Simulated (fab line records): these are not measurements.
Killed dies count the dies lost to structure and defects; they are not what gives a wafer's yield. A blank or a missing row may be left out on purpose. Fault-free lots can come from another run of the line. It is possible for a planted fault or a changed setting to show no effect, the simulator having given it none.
Comparing a struck lot with a sound one    flow sky130    26 steps out of a route of 708
Sound: wafers L375.1, L375.5, L375.6. Struck: wafer L384.2 (L384.1, L384.5, from the same lot, were not struck and are left out); the cause is given at the end.
Order at every step that has rows: each side's tool, ch and its chambers, its first start. Under that, the readings that differ: sound wafers    struck wafers    difference of the means    sigmas: that difference in standard deviations of wafers without a fault.
alike: words and numbers the same on both sides, and readings whose means are apart by under 2 such deviations; not compared: readings that were withheld, readings missing a value for some wafer, numbers with overlapping values and no deviation given by the record, and bounds like >300 which may hide the same value.
Wherever a step has rows on one side only, a row that says differs or no value, or a row with sigmas, the two part there. Non-overlapping numbers with no deviation appear without sigmas and do not part them. A reading missing from all wafers of one side parts the sides only when that side holds two or more wafers.

first, 8 steps without rows for these wafers: SKY_FIELD_ISO_DEHYDRATE_05 (time 60 s); SKY_FIELD_ISO_HMDS_06 (prime time 60 s); SKY_FIELD_ISO_COAT_07 (resist thk 60 nm); SKY_FIELD_ISO_COAT_08 (resist thk 445.9 nm); SKY_FIELD_ISO_SOFTBAKE_09 (time 90 s); SKY_FIELD_ISO_EXPOSE_10 (exposes mask FOM, target cd 150 nm); SKY_FIELD_ISO_PEB_11; SKY_FIELD_ISO_DEVELOP_12 (develop time 60 s).
SKY_FIELD_ISO_CD_MEAS_13 targets a cd of 150 nm.
  sound on cd sem-01, day 3 03:05; struck on cd sem-01, day 5 01:08
  alike: cd nm
SKY_FIELD_ISO_ETCH_14: etches BARC in N2/H2, stops on SiO2, time 45.9 s, target depth 60 nm.
  sound on rie diel-01 ch 0,1,2, day 3 03:13; struck on rie diel-03 ch 1, day 5 01:16
reading                      sound        struck  difference  sigmas
drypump motor current A (A)  5.6 5.1 5.9  6.5     +1.0        +2
  alike: bias w, oes product au, throttle valve pct
  not compared: rf hours counter h
SKY_FIELD_ISO_ETCH_15: etches the open film in CHF3/O2, stops on Si, target depth 180 nm, time 72 s.
  sound on rie diel-01 ch 0,1,2, day 3 03:15; struck on rie diel-03 ch 1, day 5 01:18
reading                      sound        struck  difference  sigmas
drypump motor current A (A)  5.6 5.1 5.9  6.5     +1.0        +2
  alike: bias w, oes product au, throttle valve pct
  not compared: rf hours counter h
SKY_FIELD_ISO_STRIP_16: strips in O2/N2.
  sound on plasma asher-02 ch 0,1, day 3 03:19; struck on plasma asher-01 ch 0, day 5 01:22
reading                       sound              struck  difference  sigmas
drypump motor current A (A)   5.2 6.1 5.2        6.5     +1.0        +2
strip time to endpoint s (s)  3.578 3.528 3.548  3.492   -0.059      -2
  alike: oes product au
  not compared: rf hours counter h
SKY_FIELD_ISO_ETCH_17: etches Si in HBr/Cl2/O2, target depth 342 nm, time 97.7 s.
  sound on rie si-01 ch 0,3, day 3 03:25; struck on rie si-01 ch 3, day 5 01:28
reading                                      sound                 struck  difference  sigmas
bias w (W)                                   149.7 150.1 149.9     217.6   +67.7       +99 or more
oes product au (a.u.)                        0.983 0.990 0.989     1.034   +0.047      +5
throttle valve pct (%)                       25.685 25.677 25.664  25.612  -0.063      -7
model.FIELD_ISO.feature depth nm (nm)        333.9 334.3 337.1     365.9   +30.8       
model.etch.depth nm (nm)                     333.9 334.3 337.1     365.9   +30.8       
model.Si3N4_of_FIELD_ISO_CVD_03.thk nm (nm)  151.7 150 151.3       149.5   -1.5        
  alike: drypump motor current A
  not compared: rf hours counter h
then, 5 steps without rows for these wafers: SKY_FIELD_ISO_WET_ETCH_18 (etches Si3N4 in H3PO4, target depth 25 nm, time 286 s); SKY_FIELD_ISO_CLEAN_19 (cleans in SC1/SC2, time 150 s); SKY_FIELD_ISO_CLEAN_20 (cleans in dHF, time 20 s); SKY_FIELD_ISO_WET_ETCH_21 (etches SiO2 in dHF, target depth 20 nm, time 391.8 s); SKY_FIELD_ISO_OXIDATION_22 (stabilise 600 s, purge 300 s, target thk 10 nm).
SKY_FIELD_ISO_THK_MEAS_23:
  sound on film metro-03, day 3 04:56; struck on film metro-02, day 5 03:02
reading                          sound             struck  difference  sigmas
FIELD_ISO_OXIDATION_01_THK (nm)  10.01 10.03 9.97  9.46    -0.54       -2
then, 1 step without rows for these wafers: SKY_FIELD_ISO_CVD_24 (deposits SiO2, target thk 595 nm, time 99.2 s).
SKY_FIELD_ISO_THK_MEAS_25:
  sound on film metro-03, day 3 05:04; struck on film metro-01, day 5 03:10
  alike: FIELD_ISO_CVD_24_THK
then, 1 step without rows for these wafers: SKY_FIELD_ISO_ANNEAL_26 (time 1800 s).
SKY_FIELD_ISO_CMP_27: polishes, stops on Si3N4, t overpolish 16 s, target thk 457.8 nm.
  sound on cmp-02 ch 1,2,3, day 3 06:43; struck on cmp-02 ch 1, day 5 05:53
reading                 sound        struck  difference  sigmas
time to endpoint s (s)  108 110 105  116     +8          +3
  alike: head pressure psi, motor current A, overpolish run s
SKY_FIELD_ISO_WET_ETCH_28: etches SiO2 in dHF, target depth 23.7 nm, time 47 s.
  sound on wet bench-04 ch 1, day 3 06:55; struck on wet bench-03 ch 1, day 5 06:11
reading                                      sound            struck  difference  sigmas
model.Si3N4_of_FIELD_ISO_CVD_03.thk nm (nm)  120.7 119 120.4  118.1   -1.9        
then, 1 step without rows for these wafers: SKY_FIELD_ISO_WET_ETCH_29 (etches Si3N4 in H3PO4, target depth 160 nm, time 1825 s).
-- a jump in the record: the struck wafers' starts before and after are 44 days apart (it breaks off in module FIELD_ISO and resumes in module PAD_OPEN, where the first step shown is number 708 of the route) --
SKY_PAD_OPEN_PROBE_99:
  sound on prober-01, day 46 15:32; struck on prober-02, day 49 02:11
reading                                  sound                          struck     difference  sigmas
killed at contacts                       16 16 30                       35         +14         +2
killed at front end                      13 16 21                       8          -9          -2
model.etest.res_p_drift_20v.line ohm um  1.155e+04 1.149e+04 1.169e+04  1.249e+04  +9.133e+02  
model.etest.res_p_drift_20v.rs ohm sq    9460 9545 9615                 1.035e+04  +8.100e+02  
model.etest.pfet_16v.r on ohm um         1.486e+04 1.482e+04 1.485e+04  1.584e+04  +9.967e+02  
model.etest.res iso pwell.rs ohm sq      3062 3092 3127                 3465       +371        
model.etest.res iso pwell.line ohm um    1172 1163 1182                 1304       +132        
model.etest.res nwell.line ohm um        1084 1081 1082                 1254       +172        
model.etest.res nwell.rs ohm sq          910.4 913.6 909.1              1044       +133        
model.etest.pfet_16v.drive ua um         255.7 257.3 253.8              242.8      -12.8       
  alike: killed_at_M0_to_M3, killed_at_M4_up, killed at other, killed dies, killed open, killed short

WHERE THEY PART
Last at SKY_PAD_OPEN_PROBE_99 as far as this record goes, first at SKY_FIELD_ISO_ETCH_14.

WHY: the cause the simulator had injected
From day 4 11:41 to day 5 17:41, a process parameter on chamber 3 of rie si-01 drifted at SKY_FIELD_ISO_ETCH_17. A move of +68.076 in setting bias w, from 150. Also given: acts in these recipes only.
